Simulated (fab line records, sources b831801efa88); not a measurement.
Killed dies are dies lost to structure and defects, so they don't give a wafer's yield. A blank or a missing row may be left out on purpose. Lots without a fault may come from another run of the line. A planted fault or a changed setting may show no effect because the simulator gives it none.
Which tool did it? | flow sky130 | 14 lots, 42 wafers sampled, at 4 steps of a route of 708

WHAT THE GAUGES READ, wafer by wafer
SKY_FIELD_ISO_CD_MEAS_13: target cd 150 nm. Usual: cd_nm 150.0 nm, standard deviation 1.5.
lot  | measured    | on        | cd_nm (nm)        | flag
L561 | day 2 05:15 | cd_sem-01 | 153.4 152.6 151.3 |
L563 | day 2 15:47 | cd_sem-02 | 148.9 149.0 149.1 |
L564 | day 2 20:07 | cd_sem-02 | 149.7 150.7 150.6 |
L565 | day 3 01:50 | cd_sem-01 | 151.5 150.6 149.5 |
L566 | day 3 05:51 | cd_sem-01 | 149.3 149.7 149.1 |
L567 | day 3 12:15 | cd_sem-01 | 146.7 148.3 146.9 |
L568 | day 3 19:43 | cd_sem-02 | 151.2 151.2 150.0 |
L569 | day 3 22:44 | cd_sem-01 | 151.3 152.3 152.6 |
L571 | day 4 08:46 | cd_sem-01 | 147.5 147.6 148.9 |
L575 | day 5 05:56 | cd_sem-01 | 151.5 149.5 149.7 |
L581 | day 6 12:19 | cd_sem-01 | 151.7 149.4 150.9 |
L582 | day 6 18:39 | cd_sem-02 | 150.4 148.9 150.9 |
L583 | day 6 22:40 | cd_sem-01 | 150.0 150.9 148.2 |
L584 | day 7 03:49 | cd_sem-02 | 147.9 148.7 147.7 |

SKY_VT_ADJUST_HVTP_CD_MEAS_07: target cd 380 nm. Usual: cd_nm 381.0 nm, standard deviation 2.9.
lot  | measured     | on        | cd_nm (nm)        | flag
L561 | day 5 22:28  | cd_sem-01 | 380.8 380.9 382.0 |
L563 | day 6 15:02  | cd_sem-01 | 382.1 377.3 382.3 |
L564 | day 6 21:25  | cd_sem-02 | 382.2 382.1 385.0 |
L565 | day 7 02:41  | cd_sem-02 | 374.8 376.3 376.1 |
L566 | day 7 08:15  | cd_sem-01 | 378.5 379.4 379.1 |
L567 | day 7 17:33  | cd_sem-02 | 380.7 380.7 383.9 |
L568 | day 8 01:09  | cd_sem-02 | 381.2 380.8 381.2 |
L569 | day 8 05:30  | cd_sem-02 | 385.8 381.7 383.2 |
L571 | day 8 17:21  | cd_sem-01 | 386.2 384.7 385.8 |
L575 | day 9 17:46  | cd_sem-02 | 376.3 377.7 377.9 |
L581 | day 11 08:19 | cd_sem-01 | 376.9 377.1 374.7 |
L582 | day 11 13:28 | cd_sem-02 | 382.8 384.1 383.7 |
L583 | day 11 21:58 | cd_sem-02 | 382.3 380.9 379.6 |
L584 | day 12 04:55 | cd_sem-02 | 378.9 381.4 379.6 |

SKY_SD_N_TW_MEAS_12. Usual: SD_N_TW 3999, standard deviation 39.
lot  | measured     | on            | SD_N_TW        | flag
L561 | day 27 18:07 | film_metro-04 | 4000 3996 3976 |
L563 | day 28 17:29 | film_metro-02 | 4077 4060 4082 |
L564 | day 28 23:46 | film_metro-04 | 4002 4023 4015 |
L565 | day 29 08:20 | film_metro-01 | 3963 3994 3986 |
L566 | day 29 12:40 | film_metro-01 | 3986 3988 3987 |
L567 | day 30 06:32 | film_metro-02 | 4085 4074 4096 |
L568 | day 30 17:46 | film_metro-01 | 3963 3986 4000 |
L569 | day 30 19:40 | film_metro-04 | 3979 4012 4000 |
L571 | day 31 08:34 | film_metro-04 | 4025 3991 4011 |
L575 | day 32 13:16 | film_metro-01 | 3984 3979 3976 |
L581 | day 34 10:28 | film_metro-04 | 3970 3994 3993 |
L582 | day 34 15:37 | film_metro-01 | 3940 3970 3956 |
L583 | day 35 00:49 | film_metro-04 | 3955 3976 3966 |
L584 | day 35 02:37 | film_metro-04 | 3938 3939 3940 |

WHICH TOOL RAN EACH LOT (tool, then ch and the chambers of the sampled wafers, then the start)
lot  | SKY_GATE_OXIDE_OXIDATION_01
L561 | furnace-02 ch 0, day 12 15:26
L563 | furnace-01 ch 0, day 13 11:30
L564 | furnace-01 ch 0, day 13 18:39
L565 | furnace-02 ch 0, day 14 04:42
L566 | furnace-02 ch 0, day 14 10:22
L567 | furnace-02 ch 0, day 14 22:28
L568 | furnace-02 ch 0, day 15 09:40
L569 | furnace-02 ch 0, day 15 12:35
L571 | furnace-02 ch 0, day 16 02:14
L575 | furnace-02 ch 0, day 17 12:01
L581 | furnace-02 ch 0, day 19 17:18
L582 | furnace-02 ch 0, day 19 22:55
L583 | furnace-01 ch 0, day 20 08:16
L584 | furnace-01 ch 0, day 20 12:38
- SKY_GATE_OXIDE_OXIDATION_01: stabilise 600 s, purge 300 s, target thk 10.268 nm.

WHAT THE TOOLS THEMSELVES READ (means of the sampled wafers that have a number; where no wafer has one, the mark that the record gives instead)
SKY_GATE_OXIDE_OXIDATION_01. Usual: spike_tc_bottom_C 917.1 C, standard deviation 0.95; spike_tc_centre_C 900.4 C, standard deviation 1.1; spike_tc_lower_C 899.9 C, standard deviation 1.1; tube_center_temp_C 900 C, standard deviation 0.077; tube_center_temp_C_max 902.3, standard deviation 0.37.
lot  | tool       | spike_tc_bottom_C (C) | spike_tc_centre_C (C) | spike_tc_lower_C (C) | tube_center_temp_C (C) | tube_center_temp_C_max | flag
L561 | furnace-02 | 916.7                 | 900.5                 | 898.5                | 900                    | 902.6                  |
L563 | furnace-01 | 917.3                 | 899.7                 | 899.9                | 900                    | 902.5                  |
L564 | furnace-01 | 917.3                 | 900.2                 | 899.3                | 900                    | 902.3                  |
L565 | furnace-02 | 917.1                 | 900.9                 | 899.4                | 900                    | 902.1                  |
L566 | furnace-02 | 917.6                 | 900.8                 | 899.9                | 900                    | 902.2                  |
L567 | furnace-02 | 917.7                 | 901.1                 | 899.9                | 900                    | 902.3                  |
L568 | furnace-02 | 917.9                 | 900.9                 | 900.8                | 900                    | 902.1                  |
L569 | furnace-02 | 917.6                 | 900.3                 | 900.0                | 900                    | 902.1                  |
L571 | furnace-02 | 913.0                 | 897.4                 | 896.5                | 896                    | 898.5                  | OFF
L575 | furnace-02 | 913.5                 | 896.8                 | 896.0                | 896                    | 898.2                  | OFF
L581 | furnace-02 | 917.1                 | 900.4                 | 900.2                | 900                    | 902.3                  |
L582 | furnace-02 | 917.9                 | 900.4                 | 899.0                | 900                    | 902.5                  |
L583 | furnace-01 | 916.1                 | 900.1                 | 899.9                | 900                    | 902.2                  |
L584 | furnace-01 | 916.5                 | 900.1                 | 900.1                | 900                    | 902.5                  |

THE ANSWER, worked out from the rows above alone
Rule: a lot is off if the mean of its wafers that have a number lies more than 3 standard deviations from the usual mean. A lot without any number at a reading at which 4 lots or more have one is off too. The other lots that the step has rows for count as sound. The gauges are gone through in route order, then the tools' own readings, and for those a lot's mean is taken as printed above. The first step at which some lot is off is used, and at that step the reading that is off furthest; a lot without a number counts as furthest.
Off: L571, L575, at SKY_GATE_OXIDE_OXIDATION_01 (tube_center_temp_C).
A tool fits if, at that step or a process step before it, it ran every lot that is off, and no sound lot after the first of them. None of those tried fits.

WHAT THE SIMULATOR HAD PUT IN
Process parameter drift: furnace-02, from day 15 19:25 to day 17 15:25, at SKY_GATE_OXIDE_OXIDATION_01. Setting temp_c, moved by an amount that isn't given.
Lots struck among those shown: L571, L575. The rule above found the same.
